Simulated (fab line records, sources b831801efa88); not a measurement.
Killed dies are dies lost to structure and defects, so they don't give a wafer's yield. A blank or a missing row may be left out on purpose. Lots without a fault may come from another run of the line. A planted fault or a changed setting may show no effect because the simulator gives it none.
Which tool did it? | flow gf180mcu | 11 lots, 33 wafers sampled, at 4 steps of a route of 602

WHAT THE GAUGES READ, wafer by wafer
GF_PSD_TW_MEAS_11.
lot  | measured     | on            | PSD_TW
L661 | day 14 18:48 | film_metro-02 | 3147 3162 3157
L662 | day 14 22:14 | film_metro-03 | 3187 3188 3188
L663 | day 15 11:39 | film_metro-03 | 3152 3168 3154
L664 | day 15 15:18 | film_metro-02 | 3150 3148 3144
L666 | day 16 04:47 | film_metro-03 | 3575 3554 3592 3577 3586 3573
L667 | day 16 13:13 | film_metro-02 | 3135 3132 3134
L672 | day 18 12:35 | film_metro-02 | 3546 3538 3524 3531 3521 3528
L676 | day 19 22:02 | film_metro-02 | 3541 3543 3567 3544 3548 3550
L681 | day 21 11:15 | film_metro-02 | 3150 3160 3145
L682 | day 21 21:53 | film_metro-02 | 3160 3153 3157
L683 | day 22 11:21 | film_metro-02 | 3148 3152 3140

WHICH TOOL RAN EACH LOT (tool, then ch and the chambers of the sampled wafers, then the start)
lot  | GF_POLY_GATE_ETCH_12               | GF_PSD_IMPLANT_09               | GF_PSD_STRIP_10
L661 | rie_diel-03 ch 1,2,3, day 9 15:57  | implanter-03 ch 0, day 14 18:34 | plasma_asher-03 ch 0, day 14 18:41
L662 | rie_diel-04 ch 0,1,2, day 9 20:36  | implanter-02 ch 0, day 14 21:59 | plasma_asher-02 ch 0, day 14 22:07
L663 | rie_diel-01 ch 0,1,2, day 10 05:54 | implanter-04 ch 0, day 15 11:24 | plasma_asher-04 ch 0,1, day 15 11:33
L664 | rie_diel-03 ch 0,1, day 10 09:25   | implanter-02 ch 0, day 15 15:03 | plasma_asher-02 ch 0, day 15 15:12
L666 | rie_diel-01 ch 0,1,2, day 10 19:02 | implanter-02 ch 0, day 16 04:15 | plasma_asher-03 ch 0,1, day 16 04:42
L667 | rie_diel-01 ch 1,2,3, day 11 03:21 | implanter-03 ch 0, day 16 12:58 | plasma_asher-02 ch 0,1, day 16 13:06
L672 | rie_diel-04 ch 0,1,3, day 12 17:49 | implanter-02 ch 0, day 18 12:04 | plasma_asher-03 ch 0,1, day 18 12:30
L676 | rie_diel-04 ch 1,3, day 13 19:52   | implanter-04 ch 0, day 19 21:29 | plasma_asher-02 ch 0,1, day 19 21:55
L681 | rie_diel-01 ch 0,1,2, day 15 08:28 | implanter-02 ch 0, day 21 11:02 | plasma_asher-02 ch 0,1, day 21 11:10
L682 | rie_diel-04 ch 1,2,3, day 15 17:14 | implanter-03 ch 0, day 21 21:38 | plasma_asher-04 ch 0,1, day 21 21:46
L683 | rie_diel-03 ch 0,2,3, day 16 07:53 | implanter-02 ch 0, day 22 11:06 | plasma_asher-04 ch 0,1, day 22 11:15
- GF_POLY_GATE_ETCH_12: etches BARC in N2/H2.
- GF_PSD_IMPLANT_09
- GF_PSD_STRIP_10: strips in O2/N2.

THE ANSWER, worked out from the rows above alone
Rule: what is usual is taken from the lots themselves. Put in order of their means at a reading, lots are off if they are a third of the lots or fewer, leave a main group of 4 or more, and stand apart from it by a gap of 3 or more times the standard deviation of the main group's means; of several such gaps the widest counts. A main group whose means are all the same, to the digits that the tables above print for the reading, isn't used. A lot without any number at a reading at which 4 lots or more have one is off too. The other lots that the step has rows for count as sound.
Off: L666, L672, L676, at GF_PSD_TW_MEAS_11 (PSD_TW). The main group: mean 3155, standard deviation 14.
A tool fits if, at a process step before that reading, it ran every lot that is off, and no sound lot after the first of them. The gauges at GF_PSD_TW_MEAS_11 are tried like those tools. None of those tried fits.

WHAT THE SIMULATOR HAD PUT IN
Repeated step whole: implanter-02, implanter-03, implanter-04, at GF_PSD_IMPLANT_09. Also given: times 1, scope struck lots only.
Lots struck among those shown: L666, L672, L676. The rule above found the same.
